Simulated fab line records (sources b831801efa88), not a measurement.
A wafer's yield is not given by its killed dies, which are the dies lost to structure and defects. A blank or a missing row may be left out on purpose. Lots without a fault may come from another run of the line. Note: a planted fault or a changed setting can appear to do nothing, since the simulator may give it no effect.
Split-lot trial + flow sky130 + 5 lots, 23 wafers read, on a route of 708 steps

ABOUT THE SPLIT
At SKY_SONOS_TUNNEL_IMPLANT_09, the setting energyKev was moved away from the recipe's 20 on 11 of the 23 wafers read, by +1.5% to +5.6%. For the rest of the wafers, this setting stayed at what the recipe calls for.

Reading taken at the split's own step.

THE READING
In nm, at SKY_SONOS_TUNNEL_IMPLANT_09: implant.drpNm, which is the simulator's own figure and was read by no gauge. No usual value for it is given in the file.

| wafer  | tool, chamber at the split | energyKev as run | against the recipe | implant.drpNm, nm | against lot-mates on the recipe |
|--------|----------------------------|------------------|--------------------|-------------------|---------------------------------|
| L077.2 | implanter-03, 0            | 20.31            | +1.5%              | 28.66             | +0.32                           |
| L077.3 | implanter-03, 0            | 20.31            | +1.5%              | 28.66             | +0.32                           |
| L077.6 | implanter-03, 0            | 20.31            | +1.5%              | 28.66             | +0.32                           |
| L077.4 | implanter-03, 0            | 20               | recipe             | 28.34             | -                               |
| L077.5 | implanter-03, 0            | 20               | recipe             | 28.34             | -                               |
| L078.1 | implanter-01, 0            | 20               | recipe             | 28.34             | -                               |
| L078.2 | implanter-01, 0            | 20               | recipe             | 28.34             | -                               |
| L078.3 | implanter-01, 0            | 21.12            | +5.6%              | 29.61             | +1.27                           |
| L078.4 | implanter-01, 0            | 21.12            | +5.6%              | 29.61             | +1.27                           |
| L078.5 | implanter-01, 0            | 21.12            | +5.6%              | 29.61             | +1.27                           |
| L080.1 | implanter-04, 0            | 20               | recipe             | 28.34             | -                               |
| L080.5 | implanter-04, 0            | 20               | recipe             | 28.34             | -                               |
| L080.6 | implanter-04, 0            | 20               | recipe             | 28.34             | -                               |
| L080.2 | implanter-04, 0            | 20.38            | +1.9%              | 28.73             | +0.39                           |
| L080.4 | implanter-04, 0            | 20.38            | +1.9%              | 28.73             | +0.39                           |
| L081.1 | implanter-03, 0            | 20               | recipe             | 28.34             | -                               |
| L081.3 | implanter-03, 0            | 20               | recipe             | 28.34             | -                               |
| L081.2 | implanter-03, 0            | 20.91            | +4.6%              | 29.35             | +1.01                           |
| L081.5 | implanter-03, 0            | 20.91            | +4.6%              | 29.35             | +1.01                           |
| L081.6 | implanter-03, 0            | 20.91            | +4.6%              | 29.35             | +1.01                           |
| L082.1 | implanter-01, 0            | 20               | recipe             | 28.34             | -                               |
| L082.4 | implanter-01, 0            | 20               | recipe             | 28.34             | -                               |
| L082.5 | implanter-01, 0            | 20               | recipe             | 28.34             | -                               |

THE FIT
A straight line over all 23 wafers: implant.drpNm changes by +0.225 nm for each +1% of energyKev; r = +1.00; the points scatter about the line by 0.015 nm.
The same after taking each lot's own level away (the mean of its wafers on the recipe; 23 wafers): +0.225 nm for each +1%; r = +1.00; scatter 0.015 nm.
That fit puts the effect of the largest move of energyKev on the reading at 1.3 nm.
The lots' own levels span 28.340 to 28.340 nm.
The two slopes agree, so the slope changes little with the lot-to-lot level.
Check: +1.25 nm against its lot-mates is what the line predicts for one of the wafers moved furthest among these (+5.6%) when that wafer is left out of the fit. It came out at +1.27 nm against them.

FURTHER SPLITS ON THESE WAFERS
Before the reading, these wafers also passed through other splits. Each is held against what the fit with the lots' levels taken away leaves over:
| other split on the same wafers             | wafers away from the commonest value | r with implant.drpNm (lot level and that fit taken away) |
|--------------------------------------------|--------------------------------------|----------------------------------------------------------|
| SKY_FIELD_ISO_OXIDATION_01 oxTimeS         | 15                                   | +0.25                                                    |
| SKY_FIELD_ISO_CVD_03 tempC                 | 10                                   | -0.48                                                    |
| SKY_FIELD_ISO_DEVELOP_12 devTempC          | 11                                   | +0.55                                                    |
| SKY_NWELL_IMPLANT_12 energyKev             | 9                                    | +0.27                                                    |
| SKY_NWELL_IMPLANT_24 doseCm2               | 9                                    | -0.22                                                    |
| SKY_VT_ADJUST_HVTP_DEVELOP_06 devTempC     | 8                                    | +0.22                                                    |
| SKY_VT_ADJUST_LVTN_COAT_02 resistThkNm     | 7                                    | +0.82                                                    |
| SKY_VT_ADJUST_LVTN_DEVELOP_06 developTimeS | 7                                    | +0.18                                                    |
| SKY_VT_ADJUST_NCORE_EXPOSE_04 doseMj       | 11                                   | -0.10                                                    |

THE WHOLE CHAIN: every reading that the file lists as answering this split, in the file's order
| step                        | what it does | reading                                                        | change (the file's fit)               | r (the file's) |
|-----------------------------|--------------|----------------------------------------------------------------|---------------------------------------|----------------|
| SKY_SONOS_TUNNEL_IMPLANT_09 |              | implant.rpNm (the simulator's own value, which no gauge read)  | +0.636 nm for each +1% of the setting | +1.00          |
| SKY_SONOS_TUNNEL_IMPLANT_09 |              | implant.drpNm (the simulator's own value, which no gauge read) | +0.224 nm for each +1% of the setting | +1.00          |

THE FILE'S OWN FIT
implant.drpNm changes by +0.224 nm for each +1% of energyKev, r = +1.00.
